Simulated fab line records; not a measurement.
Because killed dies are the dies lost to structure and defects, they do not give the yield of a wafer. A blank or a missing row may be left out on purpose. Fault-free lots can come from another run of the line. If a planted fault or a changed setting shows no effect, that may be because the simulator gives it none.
A lot that was struck, set against a sound lot | flow sky130 | 16 steps out of a route of 708
Sound: the wafers L736.2, L736.5, L736.6. Struck: wafer L745.6; the same lot's L745.3 was not struck, so it is left out; see the end for the cause.
At each step with rows: each side's tool, then ch and its chambers, then its first start. Under that, the readings that differ: sound wafers | struck wafers | difference of the means | sigmas: that difference in standard deviations of wafers without a fault.
alike: readings with means less than 2 such deviations apart, plus words and numbers identical on both sides. not compared: withheld readings, readings lacking a value on some wafer, bounds such as >300 that could conceal the same value, and numbers that have no deviation in the record and whose values overlap.
A row with sigmas, a row that says differs or no value, or rows on one side alone: a step with any of these is where the two part. Non-overlapping numbers with no deviation appear without sigmas and do not part them. A reading missing from all wafers of one side parts the sides only when that side holds two or more wafers.

SKY_METAL5_SPUTTER_03: material Ti, target thk 5 nm, time 3.3 s.
  sound: pvd-sputter-01 at day 42 23:30; struck: pvd-sputter-04 at day 45 09:52
  reading                | sound          | struck | difference | sigmas
  throttle-valve-pct (%) | 29.5 28.0 29.6 | 31.5   | +2.5       | +3
SKY_METAL5_SPUTTER_04: material TiN, target thk 70 nm, time 58.3 s.
  sound: pvd-sputter-01 at day 42 23:31; struck: pvd-sputter-04 at day 45 09:53
  reading                | sound          | struck | difference | sigmas
  throttle-valve-pct (%) | 29.5 28.1 29.7 | 31.4   | +2.3       | +2
SKY_METAL5_RS_MEAS_05: measurement is done with a four-point probe.
  sound: film-metro-04 at day 42 23:35; struck: film-metro-03 at day 45 09:58
  reading                 | sound                   | struck  | difference | sigmas
  METAL5_ALCU_RS (ohm/sq) | 0.02731 0.02736 0.02718 | 0.02651 | -0.00077   | -3
SKY_METAL5_THK_MEAS_06: measures by xrf.
  sound: film-metro-04 at day 42 23:42; struck: film-metro-03 at day 45 10:04
  alike: METAL5_ALCU_THK
then, 7 steps without rows for these wafers: SKY_METAL5_DEHYDRATE_07 (time 60 s); SKY_METAL5_HMDS_08 (prime time 60 s); SKY_METAL5_COAT_09 (resist thk 1800 nm); SKY_METAL5_SOFTBAKE_10 (time 60 s); SKY_METAL5_EXPOSE_11 (exposes mask MM5, target cd 1600 nm); SKY_METAL5_PEB_12; SKY_METAL5_DEVELOP_13 (develop time 60 s).
SKY_METAL5_DESCUM_14: chemistry O2, time 11 s.
  sound on rie-metal-02 ch 0,1, day 43 22:54; struck on rie-metal-03 ch 0, day 46 06:22
  alike: drypump-motor-current-A, oes-product-au, temp-c
  not compared: rf-hours-counter-h
SKY_METAL5_METAL_ETCH_15: etches the open film in Cl2/BCl3, stops on SiO2, target depth 1260 nm, time 252 s.
  sound on rie-metal-02 ch 0,1, day 43 22:56; struck on rie-metal-03 ch 0, day 46 06:28
  reading                                     | sound             | struck | difference | sigmas
  oes-product-au (a.u.)                       | 0.889 0.901 0.887 | 0.841  | -0.051     | -11
  model.NOVOLAK_of_METAL5_COAT_09.thk-nm (nm) | 1030 1029 1038    | 1240   | +208       |
  model.etch.depth-nm (nm)                    | 1252 1269 1257    | 1101   | -158       |
  model.METAL5.feature-depth-nm (nm)          | 1252 1269 1257    | 1101   | -158       |
  alike: drypump-motor-current-A, throttle-valve-pct
  not compared: rf-hours-counter-h
SKY_METAL5_STRIP_16: strips in O2/N2.
  sound on plasma-asher-01 ch 0,1, day 43 23:10; struck on plasma-asher-04 ch 1, day 46 06:39
  reading                      | sound             | struck | difference | sigmas
  strip-time-to-endpoint-s (s) | 13.02 13.01 13.12 | 15.42  | +2.37      | +25
  alike: drypump-motor-current-A, oes-product-au
  not compared: rf-hours-counter-h
then, 1 step without rows for these wafers: SKY_METAL5_STRIP_17 (strips in post etch residue remover, time 1200 s).
SKY_PAD_OPEN_PROBE_99:
  sound: prober-02 at day 45 22:12; struck: prober-01 at day 48 03:01
  reading                  | sound          | struck                   | difference                   | sigmas
  hold                     | - - -          | await-dispo/6.4h/release | no value on the sound wafers |
  defect-limited-yield (%) | 83.9 81.5 83.7 | 0                        | -83                          | -46
  killed_at_M4_up          | 1 2 3          | 406                      | +404                         | +99 or more
  killed-dies              | 79 91 80       | 492                      | +409                         | +45
  killed-on-rim            | 15 21 14       | 96                       | +79                          | +23
  sort_bin_5_function (%)  | 8.7 10.6 10.4  | 92.1                     | +82.2                        | +59
  sort-n-pass              | 413 401 412    | 0                        | -409                         | -45
  sort-yield-pct (%)       | 83.9 81.5 83.7 | 0                        | -83                          | -46
  alike: killed_at_M0_to_M3, killed-at-contacts, killed-at-front-end, killed-at-other, killed-open, killed-short, sort_bin_3_pad_short, sort_bin_6_memory

WHERE THEY PART
Last at SKY_PAD_OPEN_PROBE_99 as far as this record goes, first at SKY_METAL5_SPUTTER_03.

WHY: the cause the simulator had injected
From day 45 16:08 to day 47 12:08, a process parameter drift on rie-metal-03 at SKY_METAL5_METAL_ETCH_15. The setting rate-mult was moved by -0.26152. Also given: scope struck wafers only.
